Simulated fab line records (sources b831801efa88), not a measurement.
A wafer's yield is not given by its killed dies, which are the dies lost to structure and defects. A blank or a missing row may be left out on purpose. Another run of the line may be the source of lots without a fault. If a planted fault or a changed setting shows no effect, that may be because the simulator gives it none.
Chamber matching + flow gf180mcu + 4 sister chambers for GF_CONTACT_CMP_27 on cmp-02
The step polishes, stops on SiO2, t overpolish 15 s, target thk 0 nm. 4 wafers are shown with their chamber, then 10 later ones without.

## EACH WAFER AND ITS CHAMBER
| wafer  | chamber | motor_current_A (A) |
|--------|---------|---------------------|
| L276.6 | 3       | 11.6                |
| L278.1 | 2       | 10.3                |
| L281.3 | 1       | 13.2                |
| L281.5 | 0       | 8.9                 |

## WAFERS WITHOUT THEIR CHAMBER
| wafer  | motor_current_A (A) |
|--------|---------------------|
| L281.6 | 12.6                |
| L284.1 | 9.8                 |
| L284.3 | 9.3                 |
| L284.5 | 8.6                 |
| L285.2 | 9.7                 |
| L285.4 | 11.6                |
| L285.5 | 9.7                 |
| L286.1 | 12.8                |
| L286.3 | 9.5                 |
| L286.5 | 11.5                |

## CHAMBER TAKEN BY EACH
| wafer  | from the rows above     | in truth |
|--------|-------------------------|----------|
| L281.6 | can't be placed: 1 or 3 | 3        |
| L284.1 | can't be placed: 2 or 0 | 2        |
| L284.3 | can't be placed: 0 or 2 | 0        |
| L284.5 | 0                       | 0        |
| L285.2 | can't be placed: 2 or 0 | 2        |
| L285.4 | 3                       | 3        |
| L285.5 | can't be placed: 2 or 0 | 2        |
| L286.1 | can't be placed: 1 or 3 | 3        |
| L286.3 | can't be placed: 0 or 2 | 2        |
| L286.5 | 3                       | 3        |
Correct placement for 3 of the 10. Can't be placed from these rows: 7 (the true chamber is among the candidates in 7). Wrongly placed: 0.
How it was worked out, from the rows above alone: a wafer's distance from a chamber is the root of the sum, over the readings, of the square of ((its reading less the chamber's mean) divided by the reading's scatter). If the next closest chamber is less than 2 further off than the closest, the wafer can't be placed; otherwise it belongs to the closest. Each chamber's mean is taken over the wafers shown for it. The scatter: root of mean squared gap, hidden wafer to nearest shown wafer, with one shown wafer a chamber.
